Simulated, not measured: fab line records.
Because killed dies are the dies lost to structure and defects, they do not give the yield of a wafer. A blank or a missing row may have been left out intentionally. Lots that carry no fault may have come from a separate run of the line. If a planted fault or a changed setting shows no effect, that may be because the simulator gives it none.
Which tool is to blame?	flow sky130	12 lots with 36 wafers sampled at 3 steps, on a route of 708 steps

WHAT THE GAUGES SHOWED, per wafer
SKY_NWELL_OVL_MEAS_10.
lot	measured	on	NWELL_00_OVL (nm)
L284	day 4 16:48	overlay-02	0.0 0.4 -0.5
L287	day 6 02:14	overlay-01	-2.1 0.4 0.0
L288	day 6 03:22	overlay-02	-1.7 -1.8 -0.8
L290	day 6 12:28	overlay-02	-0.8 0.5 -0.7
L291	day 7 01:53	overlay-02	225.7 226.0 225.3
L292	day 7 06:31	overlay-01	-0.7 0.1 -0.4
L294	day 7 07:52	overlay-02	224.9 224.4 225.3
L295	day 7 11:25	overlay-01	224.9 225.2 223.7
L297	day 8 06:34	overlay-01	228.7 226.4 227.0
L303	day 9 11:25	overlay-01	-1.0 0.4 1.0
L305	day 9 22:57	overlay-01	0.1 0.2 -0.7
L306	day 10 04:56	overlay-02	0.3 -1.2 -0.3

SKY_VT_ADJUST_HVTP_TW_MEAS_11.
lot	measured	on	VT_ADJUST_HVTP_TW
L284	day 6 05:58	film metro-02	1348 1352 1345
L287	day 7 17:41	film metro-03	1335 1338 1333
L288	day 7 19:16	film metro-02	1329 1341 1341
L290	day 8 04:57	film metro-04	1375 1368 1372
L291	day 8 20:29	film metro-02	1346 1346 1339
L292	day 9 01:26	film metro-03	1339 1340 1348
L294	day 9 02:04	film metro-03	1341 1338 1347
L295	day 9 06:58	film metro-03	1352 1354 1341
L297	day 10 02:44	film metro-03	1342 1347 1344
L303	day 11 10:12	film metro-04	1375 1369 1371
L305	day 11 22:53	film metro-02	1338 1343 1344
L306	day 12 05:34	film metro-03	1347 1339 1355

WHAT TOOL EACH LOT RAN ON (gives the tool, then ch and the chambers of the sampled wafers, and finally the start)
lot	SKY_NWELL_EXPOSE_07
L284	iline stepper-01 ch 0, day 4 08:54
L287	iline stepper-02 ch 0, day 5 17:58
L288	iline stepper-02 ch 0, day 5 18:27
L290	iline stepper-02 ch 0, day 6 03:50
L291	iline stepper-02 ch 0, day 6 16:42
L292	iline stepper-01 ch 0, day 6 21:10
L294	iline stepper-02 ch 0, day 6 21:58
L295	iline stepper-02 ch 0, day 7 01:55
L297	iline stepper-02 ch 0, day 7 20:47
L303	iline stepper-01 ch 0, day 9 01:15
L305	iline stepper-01 ch 0, day 9 12:04
L306	iline stepper-01 ch 0, day 9 17:29
- SKY_NWELL_EXPOSE_07: exposes mask NWM, target cd 840 nm.

AS READ BY THE TOOLS THEMSELVES (means over the sampled wafers that have a number; for cases with no such wafer, the mark the record gives instead)
SKY_NWELL_EXPOSE_07.
lot	tool	focus offset nm (nm)
L284	iline stepper-01	-0.0
L287	iline stepper-02	-0.1
L288	iline stepper-02	0.2
L290	iline stepper-02	0.0
L291	iline stepper-02	0.4
L292	iline stepper-01	0.4
L294	iline stepper-02	-0.0
L295	iline stepper-02	0.1
L297	iline stepper-02	0.4
L303	iline stepper-01	0.9
L305	iline stepper-01	0.1
L306	iline stepper-01	0.3

THE ANSWER, worked out from the rows above alone
Rule: what is usual is taken from the lots themselves. Put in order of their means at a reading, lots are off if they are a third of the lots or fewer, leave a main group of 4 or more, and stand apart from it by a gap of 3 or more times the standard deviation of the main group's means; of several such gaps the widest counts. The tables above print the reading to a certain number of digits; a main group whose means all agree to those digits is not used. A lot without any number at a reading at which 4 lots or more have one is off too. Where the step has rows for the other lots, those lots are counted as sound. Order of review: gauges by route order, followed by the tools' own readings, for which a lot's mean as printed above is used. At the first step where some lot is off, the reading lying furthest off is the one used; lots without a number count as furthest.
Off: L291, L294, L295, L297, seen at SKY_NWELL_OVL_MEAS_10 (NWELL_00_OVL). Mean -0.4 nm and standard deviation 0.45 in the main group.
A tool fits if, at a process step before that reading, it ran every lot that is off, and no sound lot after the first of them. Those tools and the gauges at SKY_NWELL_OVL_MEAS_10 are tried in the same way. One candidate fits, namely iline stepper-02 at SKY_NWELL_EXPOSE_07. Its last sound lot is L290 (day 6 03:50), its first lot that is off L291 (day 6 16:42): a fault that began between those two fits.

WHAT THE SIMULATOR HAD INSERTED
Scanner matching overlay: iline stepper-02, from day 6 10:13 on, at SKY_NWELL_EXPOSE_07. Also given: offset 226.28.
Shown lots that were struck: L291, L294, L295, L297. The rule above reached the same finding.
